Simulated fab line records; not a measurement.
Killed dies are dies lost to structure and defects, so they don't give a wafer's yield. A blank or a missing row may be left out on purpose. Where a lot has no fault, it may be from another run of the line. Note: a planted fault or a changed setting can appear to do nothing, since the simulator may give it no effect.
2 desks looking at one fault | flow gf180mcu | every desk sees just its own numbers, and what lay behind them comes last

## THE METROLOGY DESK
Means of the sampled wafers that have a number, per lot and without regard to the tool the lot ran on: this is what the gauges read. Any lot whose mean is over 4 standard deviations away from the usual mean is out of limits and marked OUT; that distance is given in the brackets.
Columns: A = HV_LDD_OVL at GF_HV_LDD_OVL_MEAS_08, usual 0.4 nm; B = cd nm at GF_HV_LDD_CD_MEAS_46, usual 400.5 nm; C = HV_LDD_03_OVL at GF_HV_LDD_OVL_MEAS_47, usual 0.0 nm; D = HV_LDD_RS at GF_HV_LDD_RS_MEAS_53, usual 418.0 ohm/sq
lot  | first seen here | A    | B     | C    | D
L906 | day 10 02:34    | -0.5 | 399.0 | -0.7 | 417.6
L908 | day 11 09:11    | 0.0  | 396.6 | -2.3 | 418.2
L910 | day 11 19:08    | 1.1  | 403.8 | 0.3  | 417.4
L911 | day 12 00:41    | 0.4  | 402.7 | -1.1 | 418.0
L913 | day 12 15:01    | -0.3 | 400.5 | -0.6 | 417.3
L912 | day 12 15:24    | 1.8  | 401.1 | 0.4  | 418.6
L914 | day 12 19:50    | 0.9  | 397.9 | 1.5  | 418.0
L917 | day 13 15:35    | 2.6  | 399.2 | 1.1  | 411.6 (-8.1) OUT
L919 | day 14 12:14    | -0.1 | 398.1 | 0.6  | 412.7 (-6.7) OUT
L920 | day 14 22:38    | 0.3  | 399.1 | -1.0 | 412.0 (-7.6) OUT
L922 | day 15 10:12    | 0.3  | 406.3 | 0.5  | 418.6
L926 | day 16 14:19    | -1.3 | 399.6 | -1.4 | 417.5
L927 | day 16 21:35    | 0.3  | 402.0 | -1.4 | 418.8
L928 | day 17 07:41    | -0.6 | 402.9 | 1.9  | 417.5
This desk's result: L917, L919, L920 out of limits, first on L917 (HV_LDD_RS at GF_HV_LDD_RS_MEAS_53), day 16 09:40. Within limits: L906, L908, L910, L911, L913, L912, L914, L922, L926, L927, L928.

## THE TOOL OWNER'S DESK: implanter-04
The tool's own readings at GF_HV_LDD_IMPLANT_36: means of the sampled wafers that have a number, for each lot that ran on this tool. Any lot whose mean is over 4 standard deviations away from the usual mean is out of limits and marked OUT; that distance is given in the brackets.
Columns: A = beam on s at GF_HV_LDD_IMPLANT_36, usual 10.00 s; B = faraday current uA at GF_HV_LDD_IMPLANT_36, usual 42.3
lot  | first seen here | A               | B
L908 | day 13 00:03    | 9.89            | 42.8
L912 | day 14 10:00    | 9.78            | 43.1
L917 | day 15 11:18    | 13.17 (+18) OUT | 32.1 (-13) OUT
L919 | day 16 08:28    | 13.13 (+17) OUT | 32.3 (-13) OUT
L920 | day 16 17:36    | 12.99 (+17) OUT | 32.6 (-13) OUT
L927 | day 18 19:44    | 9.86            | 42.8
This desk finds L917, L919, L920 out of limits, L917 being first, at day 15 11:18 (beam on s at GF_HV_LDD_IMPLANT_36). Within limits: L908, L912, L927.

## BROUGHT TOGETHER
On L917, L919, L920, at day 15 11:18, an alarm was possible from the tool owner's desk.
L917, L919, L920 would have let the metrology desk raise an alarm at day 16 09:40.
Every lot named ran GF_HV_LDD_IMPLANT_36 on implanter-04.

## WHAT HAD BEEN PUT IN BY THE SIMULATOR
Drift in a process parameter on implanter-04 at GF_HV_LDD_IMPLANT_36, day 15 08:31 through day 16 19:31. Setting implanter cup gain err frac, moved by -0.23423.
Struck lots among those shown: L917, L919, L920.
Delay (hours) between the fault's onset and each desk's first out-of-limits reading: 3 at the tool owner's desk, 25 at the metrology desk.
